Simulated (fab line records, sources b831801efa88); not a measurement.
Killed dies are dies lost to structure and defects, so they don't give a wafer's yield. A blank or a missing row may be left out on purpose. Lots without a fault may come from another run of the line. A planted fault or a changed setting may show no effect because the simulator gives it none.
A struck lot beside a sound one | flow gf180mcu | 15 steps out of a route of 602
Sound: wafers L803.2, L803.3, L803.5. Struck: wafers L809.3, L809.4, L809.5. The cause comes at the end.
At each step with rows: each side's tool, then ch and its chambers, then its first start. Under that, the readings that differ: sound wafers | struck wafers | difference of the means | sigmas: that difference in standard deviations of wafers without a fault.
alike: readings whose means differ by less than 2 such deviations, and words and numbers that are the same on both sides. not compared: withheld readings, readings that some wafer has no value for, bounds like >300 that may hide the same value, and numbers for which the record gives no deviation and whose values overlap.
The two part at a step that has a row with sigmas, a row that says differs or no value, or rows on one side only. Numbers that don't overlap but have no deviation are shown without sigmas and don't part them. A reading that every wafer of one side lacks parts them only if that side has two wafers or more.

first, 6 steps without rows for these wafers: GF_HV_LDD_HMDS_40 (prime time 60 s); GF_HV_LDD_COAT_41 (resist thk 1000 nm); GF_HV_LDD_SOFTBAKE_42 (time 60 s); GF_HV_LDD_EXPOSE_43 (exposes mask Pplus HV AREA, target cd 400 nm); GF_HV_LDD_PEB_44; GF_HV_LDD_DEVELOP_45 (develop time 60 s).
GF_HV_LDD_CD_MEAS_46: target cd 400 nm.
  sound on cd_sem-01, day 12 11:00; struck on cd_sem-01, day 14 08:22
  alike: cd_nm
GF_HV_LDD_OVL_MEAS_47:
  sound on overlay-01, day 12 11:07; struck on overlay-01, day 14 08:28
  alike: HV_LDD_03_OVL
then, 1 step without rows for these wafers: GF_HV_LDD_IMPLANT_48.
GF_HV_LDD_STRIP_49: strips in O2/N2.
  sound on plasma_asher-01 ch 0, day 12 11:17; struck on plasma_asher-01 ch 0,1, day 14 08:40
  alike: drypump_motor_current_A, heater_power_w, oes_product_au, strip_time_to_endpoint_s
  not compared: rf_hours_counter_h
GF_HV_LDD_TW_MEAS_50:
  sound on film_metro-03, day 12 11:24; struck on film_metro-01, day 14 08:45
  alike: HV_LDD_4_TW
then, 1 step without rows for these wafers: GF_HV_LDD_CLEAN_51 (cleans in SC1/SC2, time 150 s).
GF_HV_LDD_RTA_52: time 10 s.
  sound on rtp_anneal-02 ch 0, day 12 11:31; struck on rtp_anneal-02, day 14 08:52
  no value came back on the struck wafers for anneal_temp_c_max, chamber_o2_ppm, lamp_power_pct (%), wafer_temp_C_max; on the sound wafers anneal_temp_c_max reads 1006.0 1006.5 1006.5
GF_HV_LDD_RS_MEAS_53: measures by four-point-probe.
  sound on film_metro-04, day 12 11:35; struck on film_metro-03, day 14 08:57
  reading            | sound             | struck | difference                    | sigmas
  HV_LDD_RS (ohm/sq) | 420.4 420.4 420.3 | - - -  | no value on the struck wafers |
then, 1 step without rows for these wafers: GF_HV_LDD_CVD_54 (deposits SiO2 from TEOS, target thk 10 nm, time 75 s).

WHERE THEY PART
First at GF_HV_LDD_RTA_52; last, within this record, at GF_HV_LDD_RS_MEAS_53.

WHY: what the simulator had put in
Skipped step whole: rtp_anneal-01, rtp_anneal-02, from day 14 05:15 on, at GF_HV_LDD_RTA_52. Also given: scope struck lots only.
